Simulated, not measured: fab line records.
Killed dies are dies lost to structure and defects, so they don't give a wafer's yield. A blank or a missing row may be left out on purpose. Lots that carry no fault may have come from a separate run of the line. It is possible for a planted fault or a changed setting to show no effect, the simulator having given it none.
Problem report in the 8D (eight disciplines) form, filled by code	flow gf180mcu	the parts of the form that need people (team, actions taken, sign-off) are left out

== 1. THE PROBLEM ==
Mean of cd-nm at GF_M3_CD_MEAS_14: 195.5 nm over 2 wafers from 1 lot, against 280.2 nm (standard deviation 1.2) on wafers with no fault. Relative to the usual mean, that is a shift of -71 standard deviations.
The step: target cd 280 nm.
First seen on wafer L607.3, day 23 00:13, on cd-sem-01. The record has a number at this step for 39 wafers belonging to 13 lots. Rule for "out", or "out of limits": more than 4 standard deviations from the usual mean. The rest of the wafers with a number are treated as sound.

== 2. WHAT IT IS AND WHAT IT IS NOT ==
question	is	is not
which readings at this step	cd-nm	-
which lots	L607	L604, L605, L616, L617, L618, L619, L620, L621, L622, L623, L624, L625
which wafers of those lots	L607.3, L607.6	L607.1
read on which gauges	cd-sem-01	cd-sem-02
when	from day 23 00:13	up to then (7 sound wafers); but 30 sound wafers of L616, L617, L618, L619, L620, L621, L622, L623, L624, L625 came after

== 3. SUSPECTS, AND WHAT RULES EACH OUT ==
Counting: a tool at a process step up to the reading stays a suspect if it ran every lot that is out. Sound lots after the first of them don't rule it out here, since some wafers of a struck lot are sound.
- ruled out: the gauge at GF_M3_CD_MEAS_14. All the wafers that are out were read on cd-sem-01, but those of them that GF_PASSIVATION_PROBE_99 has rows for are out there too, on other tools.
- pecvd-01 at GF_V2_CVD_02 (deposits SiO2 from TEOS, target thk 850 nm, time 94.851 s): kept. It processed L607, the lot that is out, at day 20 23:56, and its most recent sound lot before then was L604 at day 19 17:16.
- pvd-sputter-03 at GF_V2_SPUTTER_22 (material TiN, target thk 10 nm, time 40 s): kept. It processed L607, the lot that is out, at day 22 00:28, and its most recent sound lot before then was L605 at day 21 06:15.
- krf-scanner-01 at GF_M3_EXPOSE_11 (exposes mask Metal3, target cd 280 nm): kept. It processed L607, the lot that is out, at day 22 13:20, and its most recent sound lot before then was L605 at day 21 18:42.
After the count, these remain: pecvd-01 at GF_V2_CVD_02, pvd-sputter-03 at GF_V2_SPUTTER_22 and krf-scanner-01 at GF_M3_EXPOSE_11.

== 4. THE CAUSE (what the simulator had put in) ==
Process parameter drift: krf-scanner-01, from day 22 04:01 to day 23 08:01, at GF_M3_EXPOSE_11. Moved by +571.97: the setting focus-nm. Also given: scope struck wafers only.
Counting left 3 suspects, and this tool is among them.

== 5. THE CHAIN OF EFFECTS, in route order ==
Each row: a reading where the mean over the struck wafers with a number is more than 3 standard deviations away from the usual. Only readings for which the record gives a usual standard deviation are gone through. hours: the time from each lot's start at the first step in this table that gives one to its start at this step, as a median over the lots. sigmas: the change in usual standard deviations.
hours	step	reading	usual	on struck wafers	change	sigmas
0	GF_M3_CD_MEAS_14	cd-nm	280.2 nm	195.5	-84.7	-71
177	GF_PASSIVATION_PROBE_99	defect-limited-yield	90.5 %	0.0	-90.5	-60
177	GF_PASSIVATION_PROBE_99	killed_at_M0_to_M3	20	458	+438	+93
177	GF_PASSIVATION_PROBE_99	killed-dies	47	492	+445	+62
177	GF_PASSIVATION_PROBE_99	killed-on-rim	9.1	96.0	+86.9	+31
177	GF_PASSIVATION_PROBE_99	sort_bin_5_function	5.5 %	95.3	+89.8	+82
177	GF_PASSIVATION_PROBE_99	sort-n-pass	445	0	-445	-62
177	GF_PASSIVATION_PROBE_99	sort-yield-pct	90.5 %	0.0	-90.5	-60
Here are the process steps it includes:
- GF_PASSIVATION_PROBE_99

== 6. WHAT WOULD HAVE CAUGHT IT SOONER ==
The first out-of-limits reading at a measuring or inspecting step in this record came at day 23 00:13, 20 hours after the fault's start at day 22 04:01.
By day 23 00:13, every lot that is out (1) had started GF_M3_EXPOSE_11 on krf-scanner-01. A hold on the tool at that time would have spared none of them.
